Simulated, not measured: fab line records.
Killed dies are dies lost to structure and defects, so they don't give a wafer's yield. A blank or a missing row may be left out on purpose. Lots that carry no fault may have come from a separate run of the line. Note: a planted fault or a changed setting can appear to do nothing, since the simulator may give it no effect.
Struck lot and sound lot, side by side ; flow sky130 ; 17 steps out of a route of 708
Sound: wafers L936.2, L936.3, L936.6. Wafers struck: L946.1, L946.3, L946.5. The cause comes at the end.
Order at every step that has rows: each side's tool, ch and its chambers, its first start. Under that, the readings that differ: sound wafers ; struck wafers ; difference of the means ; sigmas: that difference in standard deviations of wafers without a fault.
alike: same words and numbers on both sides, and readings whose means sit less than 2 such deviations apart. not compared: any withheld reading, any reading some wafer has no value for, any bound like >300 that may hide the same value, and any number with overlapping values for which the record gives no deviation.
Wherever a step has rows on one side only, a row that says differs or no value, or a row with sigmas, the two part there. When numbers do not overlap yet have no deviation, they are printed without sigmas and do not part them. A reading that every wafer of one side lacks parts them only if that side has two wafers or more.

first, 1 step without rows for these wafers: SKY_VT_ADJUST_LVTN_IMPLANT_19.
SKY_VT_ADJUST_LVTN_STRIP_20: strips in O2/N2.
  sound on plasma-asher-02 ch 0,1, day 8 10:34; struck on plasma-asher-02 ch 0,1, day 11 08:16
  alike: drypump-motor-current-A, n2-flow-sccm, o2-flow-sccm, oes-product-au, strip-time-to-endpoint-s
  not compared: rf-hours-counter-h
SKY_VT_ADJUST_LVTN_TW_MEAS_21:
  sound on film-metro-03, day 8 10:41; struck on film-metro-01, day 11 08:22
  alike: VT_ADJUST_LVTN_2_TW
then, 7 steps without rows for these wafers: SKY_VT_ADJUST_NCORE_DEHYDRATE_00 (time 60 s); SKY_VT_ADJUST_NCORE_HMDS_01 (prime time 60 s); SKY_VT_ADJUST_NCORE_COAT_02 (resist thk 1140 nm); SKY_VT_ADJUST_NCORE_SOFTBAKE_03 (time 60 s); SKY_VT_ADJUST_NCORE_EXPOSE_04 (exposes mask LVTN COMPLEMENT THIN, target cd 380 nm); SKY_VT_ADJUST_NCORE_PEB_05; SKY_VT_ADJUST_NCORE_DEVELOP_06 (develop time 60 s).
SKY_VT_ADJUST_NCORE_CD_MEAS_07: the cd target is 380 nm.
  sound on cd-sem-02, day 9 08:14; struck on cd-sem-02, day 12 08:17
  alike: cd-nm
SKY_VT_ADJUST_NCORE_OVL_MEAS_08:
  sound on overlay-01, day 9 08:21; struck on overlay-01, day 12 08:25
  alike: VT_ADJUST_NCORE_OVL
SKY_VT_ADJUST_NCORE_IMPLANT_09:
  sound on implanter-04 ch 0, day 9 08:24; struck on implanter-04 ch 0, day 12 08:46
SKY_VT_ADJUST_NCORE_STRIP_10: strips in O2/N2.
  sound on plasma-asher-03 ch 0,1, day 9 08:32; struck on plasma-asher-03 ch 0,1, day 12 09:00
  alike: drypump-motor-current-A, n2-flow-sccm, o2-flow-sccm, oes-product-au, strip-time-to-endpoint-s
  not compared: rf-hours-counter-h
SKY_VT_ADJUST_NCORE_TW_MEAS_11:
  sound on film-metro-04, day 9 08:38; struck on film-metro-04, day 12 09:19
reading;sound;struck;difference;sigmas
VT_ADJUST_NCORE_TW;220.5 221.7 220.6;270.1 271.1 270.3;+49.6;+35
then, 2 steps without rows for these wafers: SKY_VT_ADJUST_HVTR_DEHYDRATE_00 (time 60 s); SKY_PAD_OPEN_PROBE_99.

== WHERE THEY PART ==
Only at SKY_VT_ADJUST_NCORE_TW_MEAS_11, as far as this record shows.

WHY: the cause the simulator had injected
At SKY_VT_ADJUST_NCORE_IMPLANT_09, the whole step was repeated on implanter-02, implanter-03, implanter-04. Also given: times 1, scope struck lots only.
